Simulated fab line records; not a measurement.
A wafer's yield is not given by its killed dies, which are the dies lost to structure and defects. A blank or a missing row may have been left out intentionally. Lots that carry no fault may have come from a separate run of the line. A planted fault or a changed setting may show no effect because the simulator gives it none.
2 desks looking at one fault	flow gf180mcu	numbers are kept per desk, each desk with only its own; the story behind them comes last

== THE TOOL OWNER'S DESK: litho track-02 ==
At GF_M3_SOFTBAKE_10 (time 60 s), the tool's own readings, given per lot that ran on this tool as the mean of the sampled wafers with a number. A lot is out of limits, marked OUT, if its mean lies more than 4 standard deviations from the usual mean; the brackets give that distance.
Columns: A = run length s at GF_M3_SOFTBAKE_10, usual 89.23 s
lot	first seen here	A
L659	day 23 23:52	91.56 (+15) OUT
L661	day 24 20:16	89.98 (+4.7) OUT
L662	day 24 22:34	89.98 (+4.7) OUT
L671	day 27 16:38	89.15
This desk finds L659, L661, L662 out of limits, L659 being first, at day 23 23:52 (run length s at GF_M3_SOFTBAKE_10). L671: within limits.

== METROLOGY DESK ==
What the gauges read for every lot (on any tool): the sampled wafers with a number, averaged. A lot is out of limits, marked OUT, if its mean lies more than 4 standard deviations from the usual mean; the brackets give that distance.
Columns: A = M3_OVL at GF_M3_OVL_MEAS_15, usual 0 nm
lot	first seen here	A
L652	day 22 01:08	-6
L659	day 24 10:32	-1
L661	day 25 07:10	9
L662	day 25 09:07	3
L664	day 25 22:22	-5
L665	day 26 12:25	1
L666	day 26 16:26	-3
L667	day 27 00:11	2
L669	day 27 15:13	-6
L670	day 27 19:32	-2
L671	day 28 02:49	8
L672	day 28 07:48	-5
L673	day 28 13:58	2
L674	day 28 19:22	3
Finding of this desk: none of the 14 lots has anything out of limits.

== BROUGHT TOGETHER ==
On L659, L661, L662, at day 23 23:52, an alarm was possible from the tool owner's desk.
Nothing out of limits was seen by the metrology desk.
The metrology desk has L659, L661, L662 on record, within its limits.
GF_M3_SOFTBAKE_10 was run on litho track-02 by each of the lots named.

== WHAT THE SIMULATOR PUT IN ==
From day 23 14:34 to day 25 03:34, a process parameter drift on litho track-02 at GF_M3_SOFTBAKE_10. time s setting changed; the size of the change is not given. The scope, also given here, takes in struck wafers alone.
Lots struck among those shown: L659, L661, L662.
How many hours passed from the start of the fault until each desk's first out-of-limits reading: the tool owner's desk, 9.
